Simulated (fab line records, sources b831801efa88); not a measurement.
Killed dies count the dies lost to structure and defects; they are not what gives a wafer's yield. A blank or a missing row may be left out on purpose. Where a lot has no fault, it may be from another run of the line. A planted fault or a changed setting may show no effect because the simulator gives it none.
Matching of chambers    flow sfq line    SFQ_TRILAYER_I0_VIA_ETCH_VIA_ETCH_034 on rie diel-02 has 4 sister chambers
The step etches SiO2 in CHF3, stops on Nb, target depth 260 nm. 18 wafers are shown with their chamber, then 9 later ones without.

== WAFERS WITH THEIR CHAMBER ==
wafer   chamber  drypump motor current A (A)  oes product au (a.u.)
L610.2  1        5.8                          0.863
L610.4  3        5.8                          0.846
L610.6  0        5.5                          0.846
L611.1  0        5.5                          0.859
L611.2  3        5.8                          0.858
L611.4  1        5.8                          0.862
L612.1  3        5.8                          0.848
L612.3  0        5.5                          0.846
L612.6  0        5.5                          0.848
L613.1  2        5.6                          0.856
L613.2  0        5.5                          0.855
L613.5  0        5.4                          0.852
L617.1  3        5.7                          0.851
L617.3  1        5.8                          0.857
L617.4  2        5.6                          0.858
L618.1  1        5.8                          0.858
L618.2  0        5.5                          0.864
L618.3  2        5.6                          0.851

SIGNATURES (means of the wafers above)
reading                  chamber 0  chamber 1  chamber 2  chamber 3  scatter within a chamber
drypump motor current A  5.486      5.800      5.600      5.775      0.0339
oes product au           0.85286    0.86000    0.85500    0.85075    0.00547
Rule: for a wafer and a chamber, the distance is found by dividing, reading by reading, the gap between the wafer's reading and the chamber's mean by the reading's scatter, squaring, summing and taking the root. If the next closest chamber is less than 2 further off than the closest, the wafer can't be placed; otherwise it belongs to the closest. The scatter is the square root of a quotient: the sum, over the shown wafers, of each reading's squared deviation from its chamber's mean, divided by wafers minus chambers.

== WAFERS MISSING THEIR CHAMBER ==
wafer   drypump motor current A (A)  oes product au (a.u.)
L623.4  5.7                          0.853
L623.6  5.8                          0.863
L624.4  5.8                          0.853
L629.1  5.7                          0.853
L629.2  5.8                          0.857
L629.5  5.5                          0.856
L632.2  5.8                          0.858
L632.3  5.4                          0.857
L632.6  5.8                          0.857

== THE CHAMBER EACH PASSED THROUGH ==
wafer   from the rows above           in truth
L623.4  can't be placed: 3 or 2 or 1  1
L623.6  can't be placed: 1 or 3       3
L624.4  can't be placed: 3 or 1       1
L629.1  can't be placed: 3 or 2 or 1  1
L629.2  can't be placed: 1 or 3       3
L629.5  0                             0
L632.2  can't be placed: 1 or 3       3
L632.3  0                             0
L632.6  can't be placed: 1 or 3       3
Correct placement for 2 of the 9. These rows do not allow placing 7 (true chamber among the candidates in 7). Placed wrongly: 0.
